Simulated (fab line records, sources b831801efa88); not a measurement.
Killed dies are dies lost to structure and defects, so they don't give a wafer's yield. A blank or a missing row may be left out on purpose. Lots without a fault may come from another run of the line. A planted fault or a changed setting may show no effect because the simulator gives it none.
Which tool did it? | flow gf180mcu | 12 lots, 36 wafers sampled, at 4 steps of a route of 602

WHAT THE GAUGES READ, wafer by wafer
GF_V1_THK_MEAS_01. Usual: V1_CVD_00_THK 616 nm, standard deviation 7.7.
lot  | measured     | on            | V1_CVD_00_THK (nm) | flag
L370 | day 17 03:28 | film_metro-04 | 610 617 609        |
L371 | day 17 10:51 | film_metro-04 | 614 619 617        |
L372 | day 17 20:25 | film_metro-04 | 623 620 617        |
L374 | day 18 19:04 | film_metro-01 | 626 614 624        |
L375 | day 19 02:20 | film_metro-02 | 623 619 624        |
L376 | day 19 09:14 | film_metro-02 | 608 607 608        |
L377 | day 19 18:41 | film_metro-01 | 622 621 621        |
L378 | day 20 04:53 | film_metro-04 | 612 606 607        |
L382 | day 22 15:02 | film_metro-02 | 616 623 628        |
L384 | day 22 21:32 | film_metro-04 | 624 621 618        |
L387 | day 24 04:08 | film_metro-02 | 605 619 612        |
L390 | day 24 11:36 | film_metro-02 | 629 612 613        |

WHICH TOOL RAN EACH LOT (tool, then ch and the chambers of the sampled wafers, then the start)
lot  | GF_HV_LDD_COAT_14                 | GF_HV_LDD_STRIP_22                   | GF_CONTACT_CMP_04
L370 | litho_track-02 ch 0, day 10 09:27 | plasma_asher-01 ch 0,1, day 10 19:02 | cmp-01 ch 0,1, day 15 04:27
L371 | litho_track-01 ch 0, day 10 17:09 | plasma_asher-01 ch 0,1, day 11 02:22 | cmp-01 ch 0,2,3, day 15 12:04
L372 | litho_track-03 ch 0, day 10 23:05 | plasma_asher-04 ch 0, day 11 08:43   | cmp-01 ch 1,2, day 15 20:21
L374 | litho_track-03 ch 0, day 11 16:59 | plasma_asher-04 ch 0,1, day 12 02:38 | cmp-01 ch 0,2,3, day 16 16:40
L375 | litho_track-01 ch 0, day 11 22:27 | plasma_asher-04 ch 1, day 12 08:32   | cmp-01 ch 0,2,3, day 17 00:00
L376 | litho_track-03 ch 0, day 12 03:40 | plasma_asher-03 ch 0,1, day 12 13:41 | cmp-02 ch 0,2,3, day 17 06:12
L377 | litho_track-01 ch 0, day 12 11:15 | plasma_asher-01 ch 0,1, day 12 21:04 | cmp-01 ch 1,2, day 17 15:51
L378 | litho_track-02 ch 0, day 12 20:39 | plasma_asher-04 ch 0,1, day 13 07:00 | cmp-01 ch 1,2,3, day 18 01:52
L382 | litho_track-03 ch 0, day 14 20:47 | plasma_asher-04 ch 0,1, day 15 08:18 | cmp-01 ch 2,3, day 20 12:40
L384 | litho_track-03 ch 0, day 15 03:25 | plasma_asher-04 ch 0,1, day 15 14:29 | cmp-02 ch 0,1,3, day 20 20:10
L387 | litho_track-03 ch 0, day 16 10:16 | plasma_asher-01 ch 0,1, day 16 22:16 | cmp-01 ch 0,1,2, day 22 05:19
L390 | litho_track-01 ch 0, day 16 16:30 | plasma_asher-01 ch 0,1, day 17 04:50 | cmp-01 ch 1,2,3, day 22 11:01
- GF_HV_LDD_COAT_14: resist thk 1000 nm.
- GF_HV_LDD_STRIP_22: strips in O2/N2.
- GF_CONTACT_CMP_04: polishes SiO2.

WHAT THE TOOLS THEMSELVES READ (means of the sampled wafers that have a number; where no wafer has one, the mark that the record gives instead)
GF_HV_LDD_COAT_14. Usual: spin_speed_rpm 3000.0 rpm, standard deviation 2.
lot  | tool           | spin_speed_rpm (rpm) | flag
L370 | litho_track-02 | 3000.8               |
L371 | litho_track-01 | 3003.4               |
L372 | litho_track-03 | 3000.6               |
L374 | litho_track-03 | 2999.6               |
L375 | litho_track-01 | 3001.0               |
L376 | litho_track-03 | 2999.5               |
L377 | litho_track-01 | 2999.7               |
L378 | litho_track-02 | 2999.8               |
L382 | litho_track-03 | 3235.8               | OFF
L384 | litho_track-03 | 3234.3               | OFF
L387 | litho_track-03 | 3235.3               | OFF
L390 | litho_track-01 | 2997.5               |

GF_HV_LDD_STRIP_22. Usual: drypump_motor_current_A 5.6 A, standard deviation 0.35; heater_power_w 364 W, standard deviation 28; oes_product_au 0.716 a.u., standard deviation 0.0044; strip_time_to_endpoint_s 12.62 s, standard deviation 0.034.
lot  | tool            | drypump_motor_current_A (A) | heater_power_w (W) | oes_product_au (a.u.) | strip_time_to_endpoint_s (s) | flag
L370 | plasma_asher-01 | 5.3                         | 389                | 0.718                 | 12.60                        |
L371 | plasma_asher-01 | 5.4                         | 354                | 0.717                 | 12.60                        |
L372 | plasma_asher-04 | 5.5                         | 358                | 0.716                 | 12.62                        |
L374 | plasma_asher-04 | 5.7                         | 357                | 0.716                 | 12.62                        |
L375 | plasma_asher-04 | 5.9                         | 370                | 0.712                 | 12.62                        |
L376 | plasma_asher-03 | 5.8                         | 357                | 0.711                 | 12.62                        |
L377 | plasma_asher-01 | 5.3                         | 391                | 0.717                 | 12.62                        |
L378 | plasma_asher-04 | 5.8                         | 370                | 0.717                 | 12.67                        |
L382 | plasma_asher-04 | 5.8                         | 363                | 0.716                 | 12.22                        | OFF
L384 | plasma_asher-04 | 5.6                         | 363                | 0.714                 | 12.18                        | OFF
L387 | plasma_asher-01 | 5.3                         | 385                | 0.722                 | 12.18                        | OFF
L390 | plasma_asher-01 | 5.3                         | 384                | 0.719                 | 12.65                        |

GF_CONTACT_CMP_04. Usual: motor_current_A 12.3 A, standard deviation 0.92; time_to_endpoint_s 111 s, standard deviation 7.9.
lot  | tool   | motor_current_A (A) | time_to_endpoint_s (s) | flag
L370 | cmp-01 | 12.9                | 116                    |
L371 | cmp-01 | 12.0                | 117                    |
L372 | cmp-01 | 12.6                | 115                    |
L374 | cmp-01 | 12.1                | 109                    |
L375 | cmp-01 | 11.9                | 114                    |
L376 | cmp-02 | 12.1                | 113                    |
L377 | cmp-01 | 12.5                | 110                    |
L378 | cmp-01 | 12.1                | 119                    |
L382 | cmp-01 | 11.6                | 111                    |
L384 | cmp-02 | 12.4                | 102                    |
L387 | cmp-01 | 12.0                | 121                    |
L390 | cmp-01 | 12.3                | 111                    |

THE ANSWER, worked out from the rows above alone
Rule: a lot is off if the mean of its wafers that have a number lies more than 3 standard deviations from the usual mean. A lot without any number at a reading at which 4 lots or more have one is off too. The other lots that the step has rows for count as sound. The gauges are gone through in route order, then the tools' own readings, and for those a lot's mean is taken as printed above. The first step at which some lot is off is used, and at that step the reading that is off furthest; a lot without a number counts as furthest.
Off: L382, L384, L387, at GF_HV_LDD_COAT_14 (spin_speed_rpm).
A tool fits if, at that step or a process step before it, it ran every lot that is off, and no sound lot after the first of them. One fits: litho_track-03 at GF_HV_LDD_COAT_14. Its last sound lot is L376 (day 12 03:40), its first lot that is off L382 (day 14 20:47): a fault that began between those two fits.
The tool's own readings at GF_HV_LDD_COAT_14 bear it out: on the lots that are off they differ by more than 5 times the standard deviation of the sound lots' means. spin_speed_rpm reads 3235.1 rpm there against 3000.2 rpm on the sound lots.

WHAT THE SIMULATOR HAD PUT IN
Process parameter drift: litho_track-03, from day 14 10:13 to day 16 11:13, at GF_HV_LDD_COAT_14. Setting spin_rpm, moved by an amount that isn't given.
Lots struck among those shown: L382, L384, L387. The rule above found the same.
